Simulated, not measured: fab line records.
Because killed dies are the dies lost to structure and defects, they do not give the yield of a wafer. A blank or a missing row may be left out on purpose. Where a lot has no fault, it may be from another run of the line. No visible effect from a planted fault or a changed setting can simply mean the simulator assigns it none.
One fault through the eyes of 2 desks ; flow sky130 ; what lay behind the numbers comes last; until then each desk has only its own

== TOOL OWNER'S DESK, cmp-01 ==
The tool's own readings at SKY_VIA2_CMP_02 (polishes SiO2): means of the sampled wafers that have a number, for each lot that ran on this tool. A lot is out of limits, marked OUT, if its mean lies more than 4 standard deviations from the usual mean; the brackets give that distance.
Columns: A = motor current A at SKY_VIA2_CMP_02, usual 12.0 A; B = platen rpm at SKY_VIA2_CMP_02, usual 60.00 rpm; C = slurry filter dp kPa at SKY_VIA2_CMP_02, usual 13.51 kPa
lot;first seen here;A;B;C
L195;day 37 01:25;13.2;60.03;13.55
L206;day 40 20:20;12.5;60.01;13.65
L207;day 40 22:41;13.2;60.00;13.48
This desk found nothing out of limits on any of the 3 lots.

== AT THE METROLOGY DESK ==
What the gauges read for every lot (on any tool): the sampled wafers with a number, averaged. A lot is out of limits, marked OUT, if its mean lies more than 4 standard deviations from the usual mean; the brackets give that distance.
Columns: A = PASSIVATION_CVD_02_THK at SKY_PASSIVATION_THK_MEAS_03, usual 541 nm
lot;first seen here;A
L189;day 43 18:01;537
L190;day 44 06:28;537
L195;day 45 10:07;541
L196;day 45 23:52;535
L197;day 46 04:28;546
L198;day 46 14:22;550
L199;day 46 15:45;539
L206;day 48 12:21;527
L207;day 48 14:27;548
L211;day 49 22:58;537
L210;day 50 02:28;547
This desk found nothing out of limits on any of the 11 lots.

== PUT TOGETHER ==
The desk of the tool owner found nothing out of limits.
Nothing out of limits was seen by the metrology desk.

== WHAT HAD BEEN PUT IN BY THE SIMULATOR ==
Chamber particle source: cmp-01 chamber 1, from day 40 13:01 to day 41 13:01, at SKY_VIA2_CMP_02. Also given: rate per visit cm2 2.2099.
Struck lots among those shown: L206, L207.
